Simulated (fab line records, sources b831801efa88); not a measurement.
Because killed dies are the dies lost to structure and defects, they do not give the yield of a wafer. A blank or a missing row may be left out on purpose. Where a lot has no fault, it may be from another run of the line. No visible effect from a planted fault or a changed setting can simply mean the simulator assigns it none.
fab line records    flow sky130
record lots=7  wafers=21  last_day=49
route steps=708 shown LDD_N@241 LDD_P@255 LDD_HVN@267
lots that met no fault: from a run of the same line without faults
start_h: the number of hours between the record's first day and the start of the first shown wafer of the lot    wait_h: how many hours have passed since the lot's step before this one    " the same as in the row above    L1.1+2: a single row standing in for several wafers    - no value present, or no start provided    * or withheld: withheld    < > ~ a bound
route shown NAME@n: a module of which the file shows steps, and the number in the route of the first    usual: mean/standard deviation of fault-free wafers    same: alike in all rows    chamber/n: place in a boat    sites: readings site by site    _std_site: standard deviation of those values    _edge_site: inner sites' mean taken away from outer sites' mean    radius_mm: how far each site lies from the wafer's centre    mask NAME#n: copy n    behind: the tool/chamber that last shaped the wafer    hold: reason for holding the lot/hours on hold/outcome of the hold    device: the transistor (n, p or np) that didn't switch    end of line: the same wafers' tests at the end of the route    where a step has no rows: the recipe by itself    killed: dies that structure and defects cost at the first sort, which is not the same as the wafer's yield    map: shows each die of a wafer: x if killed, . if not, _ if none is there
set.NAME: setting as actually run; set.NAME@STEP: the setting as run at that earlier step    model.NAME: the simulator's own value behind a step, which no gauge read
lots seen at some steps along the route; tables by step, rows by wafer
services: the hour from which a tool's chamber was out of use, counted from the record's first day as start_h (under 0 if before that day), plus the number of hours and why
## steps
# step SKY_LDD_N_EXPOSE_04
# recipe mask_id=NTM  target_cd_nm=840  na=0.6  source_shape=conventional  sigma_outer=0.6  dose_mj=110
# step SKY_LDD_N_PEB_05
# recipe temp_c=withheld  time_s=*  resist=NOVOLAK
# step SKY_LDD_N_DEVELOP_06
# recipe develop_time_s=60  dev_temp_c=23
# step SKY_LDD_N_OVL_MEAS_07
# usual LDD_N_OVL=-0.7/1.4
lot.wafer  tool        chamber  start_h  wait_h  LDD_N_OVL[nm]
L516.2     overlay-02  -        413.20   0.1     -1.4
L516.4     "           -        "        "       -3.4
L516.5     "           -        "        "       -0.2
L519.1     overlay-01  -        448.45   0.1     -0.7
L519.4     "           -        "        "       -1.4
L519.6     "           -        "        "       -1.7
L521.2     overlay-01  -        469.65   0.1     0.3
L521.4     "           -        "        "       0.5
L521.5     "           -        "        "       -0.6
L522.2     overlay-02  -        478.72   0.1     1.0
L522.3     "           -        "        "       0.0
L522.6     "           -        "        "       -0.7
L523.1     overlay-02  -        488.01   0.1     0.8
L523.2     "           -        "        "       -0.1
L523.6     "           -        "        "       -0.9
L524.2     overlay-01  -        491.67   0.1     -1.6
L524.3     "           -        "        "       -1.4
L524.6     "           -        "        "       -0.8
L532.1     overlay-02  -        562.05   0.1     -0.2
L532.4     "           -        "        "       -1.4
L532.5     "           -        "        "       -1.1
# step SKY_LDD_N_IMPLANT_08
# recipe species=As  energy_kev=20  dose_cm2=7.5e+13  tilt_deg=withheld  rotation_deg=23
# step SKY_LDD_N_IMPLANT_09
# recipe species=As  energy_kev=20  dose_cm2=7.5e+13  tilt_deg=withheld  rotation_deg=113
# step SKY_LDD_N_IMPLANT_10
# recipe species=As  energy_kev=20  dose_cm2=7.5e+13  tilt_deg=withheld  rotation_deg=203
# step SKY_LDD_N_IMPLANT_11
# recipe species=As  energy_kev=20  dose_cm2=7.5e+13  tilt_deg=withheld  rotation_deg=293
# step SKY_LDD_N_IMPLANT_12
# recipe species=BF2  energy_kev=50  dose_cm2=5e+12  tilt_deg=30  rotation_deg=0
# step SKY_LDD_N_IMPLANT_13
# recipe species=BF2  energy_kev=50  dose_cm2=5e+12  tilt_deg=30  rotation_deg=90
# step SKY_LDD_N_IMPLANT_14
# recipe species=BF2  energy_kev=50  dose_cm2=5e+12  tilt_deg=30  rotation_deg=180
# step SKY_LDD_N_IMPLANT_15
# recipe species=BF2  energy_kev=49.36  dose_cm2=5e+12  tilt_deg=30  rotation_deg=270
# step SKY_LDD_N_STRIP_16
# recipe chemistry=O2/N2  power_w=1400  pressure_mtorr=1500  platen_temp_c=withheld  o2_flow_sccm=3000  n2_flow_sccm=300  overash_fraction=0.5
# usual chamber_pressure_mTorr=1500.1/1.4  drypump_motor_current_A=6.0/0.46  oes_product_au=0.406/0.0045  strip_time_to_endpoint_s=4.313/0.016
lot.wafer  tool             chamber  start_h  wait_h  chamber_pressure_mTorr  drypump_motor_current_A  oes_product_au  rf_hours_counter_h  strip_time_to_endpoint_s  model.NOVOLAK_of_LDD_N_COAT_02.thk_nm
L516.2     plasma_asher-02  0        414.43   0.1     1500.6                  6.1                      0.410           77                  4.331                     0
L516.4     "                1        "        "       1498.0                  5.7                      0.401           -                   4.286                     0
L516.5     "                1        "        "       1500.0                  5.7                      0.409           -                   4.295                     0
L519.1     plasma_asher-04  0        449.68   0.1     1499.8                  5.4                      0.405           60                  4.332                     0
L519.4     "                1        "        "       1502.3                  6.4                      0.412           -                   4.319                     0
L519.6     "                0        "        "       1499.8                  5.4                      0.406           -                   4.314                     0
L521.2     plasma_asher-01  1        470.88   0.1     -                       -                        -               -                   -                         300.7
L521.4     "                1        "        "       -                       -                        -               -                   -                         301.4
L521.5     "                0        "        "       -                       -                        -               -                   -                         301.2
L522.2     plasma_asher-04  1        479.95   0.1     -                       -                        -               -                   -                         300
L522.3     "                0        "        "       -                       -                        -               -                   -                         300.1
L522.6     "                1        "        "       -                       -                        -               -                   -                         299.5
L523.1     plasma_asher-02  1        489.25   0.1     -                       -                        -               -                   -                         298.3
L523.2     "                0        "        "       -                       -                        -               -                   -                         298.1
L523.6     "                0        "        "       -                       -                        -               -                   -                         300.3
L524.2     plasma_asher-04  1        492.90   0.1     1498.6                  6.3                      0.405           64                  4.309                     0
L524.3     "                1        "        "       1500.5                  6.3                      0.408           -                   4.310                     0
L524.6     "                0        "        "       1499.1                  5.4                      0.404           -                   4.315                     0
L532.1     plasma_asher-04  1        563.28   0.1     1498.6                  6.3                      0.407           72                  4.299                     0
L532.4     "                1        "        "       1500.3                  6.4                      0.404           -                   4.302                     0
L532.5     "                0        "        "       1501.2                  5.5                      0.405           -                   4.297                     0
# step SKY_LDD_N_TW_MEAS_17
# usual LDD_N_TW=2597/17
lot.wafer  tool           chamber  start_h  wait_h  LDD_N_TW
L516.2     film_metro-02  -        414.54   0.1     2603
L516.4     "              -        "        "       2601
L516.5     "              -        "        "       2600
L519.1     film_metro-03  -        449.78   0.1     2599
L519.4     "              -        "        "       2597
L519.6     "              -        "        "       2614
L521.2     film_metro-03  -        470.99   0.1     2613
L521.4     "              -        "        "       2595
L521.5     "              -        "        "       2608
L522.2     film_metro-01  -        480.06   0.1     2572
L522.3     "              -        "        "       2572
L522.6     "              -        "        "       2589
L523.1     film_metro-02  -        489.35   0.1     2611
L523.2     "              -        "        "       2622
L523.6     "              -        "        "       2617
L524.2     film_metro-03  -        493.01   0.1     2622
L524.3     "              -        "        "       2621
L524.6     "              -        "        "       2633
L532.1     film_metro-03  -        563.38   0.1     2587
L532.4     "              -        "        "       2593
L532.5     "              -        "        "       2576
# step SKY_LDD_P_DEHYDRATE_00
# recipe temp_c=200  time_s=60
# step SKY_LDD_P_HMDS_01
# recipe prime_time_s=60  prime_temp_c=120
# step SKY_LDD_P_COAT_02
# recipe resist=NOVOLAK  spin_rpm=3000  resist_thk_nm=1140
# step SKY_LDD_P_SOFTBAKE_03
# recipe temp_c=90  time_s=60  resist=NOVOLAK
# step SKY_LDD_P_EXPOSE_04
# recipe mask_id=PSDM  na=0.6  source_shape=conventional  sigma_outer=0.6  polarization=unpolarized  target_cd_nm=380  dose_mj=138
# step SKY_LDD_P_PEB_05
# recipe temp_c=withheld  time_s=*  resist=NOVOLAK
# step SKY_LDD_P_DEVELOP_06
# recipe resist=NOVOLAK  developer=TMAH  develop_time_s=60  dev_temp_c=23
# step SKY_LDD_P_CD_MEAS_07
# recipe target_cd_nm=380
# usual cd_nm=379.9/2.6
lot.wafer  tool       chamber  start_h  wait_h  cd_nm
L516.2     cd_sem-02  -        444.93   0.1     378.5
L516.4     "          -        "        "       379.2
L516.5     "          -        "        "       377.5
L519.1     cd_sem-01  -        480.00   0.1     380.1
L519.4     "          -        "        "       376.7
L519.6     "          -        "        "       379.6
L521.2     cd_sem-01  -        500.63   0.1     379.4
L521.4     "          -        "        "       380.6
L521.5     "          -        "        "       380.7
L522.2     cd_sem-02  -        509.88   0.1     380.3
L522.3     "          -        "        "       379.8
L522.6     "          -        "        "       379.8
L523.1     cd_sem-01  -        519.94   0.1     383.3
L523.2     "          -        "        "       379.9
L523.6     "          -        "        "       381.5
L524.2     cd_sem-02  -        522.78   0.1     385.2
L524.3     "          -        "        "       382.9
L524.6     "          -        "        "       385.1
L532.1     cd_sem-01  -        592.19   0.1     376.6
L532.4     "          -        "        "       376.3
L532.5     "          -        "        "       377.2
# step SKY_LDD_P_OVL_MEAS_08
# usual LDD_P_OVL=1.3/1.5
lot.wafer  tool        chamber  start_h  wait_h  LDD_P_OVL[nm]
L516.2     overlay-01  -        445.04   0.1     0.9
L516.4     "           -        "        "       0.2
L516.5     "           -        "        "       2.2
L519.1     overlay-02  -        480.12   0.1     2.8
L519.4     "           -        "        "       4.4
L519.6     "           -        "        "       5.1
L521.2     overlay-02  -        500.74   0.1     3.5
L521.4     "           -        "        "       2.2
L521.5     "           -        "        "       2.8
L522.2     overlay-01  -        509.99   0.1     -1.0
L522.3     "           -        "        "       -2.2
L522.6     "           -        "        "       -0.6
L523.1     overlay-01  -        520.06   0.1     2.1
L523.2     "           -        "        "       2.6
L523.6     "           -        "        "       3.9
L524.2     overlay-01  -        522.89   0.1     -0.6
L524.3     "           -        "        "       1.0
L524.6     "           -        "        "       0.9
L532.1     overlay-01  -        592.31   0.1     1.7
L532.4     "           -        "        "       0.6
L532.5     "           -        "        "       1.9
# step SKY_LDD_P_IMPLANT_09
# recipe species=BF2  energy_kev=25  dose_cm2=1e+13  tilt_deg=withheld
# step SKY_LDD_P_STRIP_10
# recipe chemistry=O2/N2  power_w=1400  pressure_mtorr=1500  platen_temp_c=withheld  o2_flow_sccm=3000  n2_flow_sccm=300  overash_fraction=0.5
# usual chamber_pressure_mTorr=1499.8/1.4  drypump_motor_current_A=5.9/0.37  oes_product_au=0.715/0.0047  strip_time_to_endpoint_s=14.18/0.035
lot.wafer  tool             chamber  start_h  wait_h  chamber_pressure_mTorr  drypump_motor_current_A  oes_product_au  rf_hours_counter_h  strip_time_to_endpoint_s
L516.2     plasma_asher-04  0        445.22   0.1     1499.8                  5.4                      0.712           59                  14.22
L516.4     "                0        "        "       1501.2                  5.5                      0.714           -                   14.23
L516.5     "                0        "        "       1499.4                  5.4                      0.710           -                   14.20
L519.1     plasma_asher-04  0        480.30   0.1     1500.0                  5.5                      0.717           63                  14.19
L519.4     "                1        "        "       1500.5                  6.4                      0.714           -                   14.18
L519.6     "                1        "        "       1499.5                  6.3                      0.720           -                   14.12
L521.2     plasma_asher-03  1        500.92   0.1     1500.2                  6.1                      0.708           77                  18.73
L521.4     "                1        "        "       1498.1                  6.1                      0.721           -                   18.78
L521.5     "                0        "        "       1501.7                  5.6                      0.714           -                   18.78
L522.2     plasma_asher-04  0        510.17   0.1     1498.9                  5.4                      0.713           66                  18.75
L522.3     "                1        "        "       1500.5                  6.3                      0.717           -                   18.74
L522.6     "                0        "        "       1499.0                  5.4                      0.711           -                   18.75
L523.1     plasma_asher-02  0        520.25   0.1     1497.2                  6.1                      0.719           9                   18.71
L523.2     "                1        "        "       1500.3                  5.6                      0.724           9                   18.67
L523.6     "                1        "        "       1498.0                  5.7                      0.710           -                   18.73
L524.2     plasma_asher-03  1        523.07   0.1     1502.6                  6.1                      0.721           79                  14.24
L524.3     "                1        "        "       1500.1                  6.1                      0.716           -                   14.23
L524.6     "                1        "        "       1500.3                  6.1                      0.710           -                   14.18
L532.1     plasma_asher-04  1        592.50   0.1     1500.6                  6.3                      0.709           75                  14.14
L532.4     "                1        "        "       1497.6                  6.3                      0.706           -                   14.13
L532.5     "                1        "        "       1498.7                  6.4                      0.718           -                   14.15
# step SKY_LDD_P_TW_MEAS_11
# usual LDD_P_TW=639/4.2
lot.wafer  tool           chamber  start_h  wait_h  LDD_P_TW
L516.2     film_metro-02  -        445.33   0.1     643
L516.4     "              -        "        "       644
L516.5     "              -        "        "       642
L519.1     film_metro-03  -        480.40   0.1     644
L519.4     "              -        "        "       643
L519.6     "              -        "        "       643
L521.2     film_metro-03  -        501.03   0.1     30
L521.4     "              -        "        "       31
L521.5     "              -        "        "       30
L522.2     film_metro-03  -        510.28   0.1     30
L522.3     "              -        "        "       30
L522.6     "              -        "        "       30
L523.1     film_metro-04  -        520.35   0.1     30
L523.2     "              -        "        "       30
L523.6     "              -        "        "       30
L524.2     film_metro-03  -        523.18   0.1     635
L524.3     "              -        "        "       640
L524.6     "              -        "        "       638
L532.1     film_metro-04  -        592.60   0.1     635
L532.4     "              -        "        "       631
L532.5     "              -        "        "       635
# step SKY_LDD_HVN_DEHYDRATE_00
# recipe temp_c=200  time_s=60
## services
tool             chamber  start_h  hours  kind
plasma_asher-04  -        393.98   7.9    repair
plasma_asher-02  -        421.25   9.0    pm
plasma_asher-02  0        421.25   9.0    vent_cycle
plasma_asher-02  1        421.25   9.0    vent_cycle
plasma_asher-02  0        430.25   -      clean
plasma_asher-02  1        430.25   -      clean
plasma_asher-01  -        433.46   1.7    repair
plasma_asher-04  -        462.74   1.0    repair
plasma_asher-02  -        477.81   4.1    repair
plasma_asher-03  -        532.98   18.7   pm
plasma_asher-03  -        554.10   15.6   pm
## key
first_sign step=SKY_LDD_N_STRIP_16  reading=tool_record  direction=missing
effect step=SKY_LDD_P_STRIP_10  reading=strip_time_to_endpoint_s  direction=up  sigmas=99+  usual=*  struck=*
effect step=SKY_LDD_P_TW_MEAS_11  reading=LDD_P_TW  direction=down  sigmas=99+  usual=639  struck=30
model_effect step=SKY_LDD_N_STRIP_16  value=NOVOLAK_of_LDD_N_COAT_02.thk_nm  without=0  struck=300
met_at SKY_LDD_N_STRIP_16
struck_wafers L521.2,L521.4,L521.5,L522.2,L522.3,L522.6,L523.1,L523.2,L523.6
sort_left_out L521.2,L521.4,L521.5,L522.2,L522.3,L522.6,L523.1,L523.2,L523.6
tester_left_out L521,L522,L523
onset_between 449.68 470.88
fault kind=skipped_step_whole  tool=plasma_asher-01,plasma_asher-02,plasma_asher-04  chamber=-  onset_h=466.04  steps=SKY_LDD_N_STRIP_16  scope=struck_lots_only
# tester_left_out: of these lots the tester's yield and bins aren't shown, on N5 and GAA mostly nor the transistor test; their killed dies are dies lost to structure and defects alone, not to doping, threshold or leakage, so they don't give the yield
# sort_left_out: the simulated sort isn't trusted on such a fault, so these wafers' sort isn't shown, and their yield isn't known
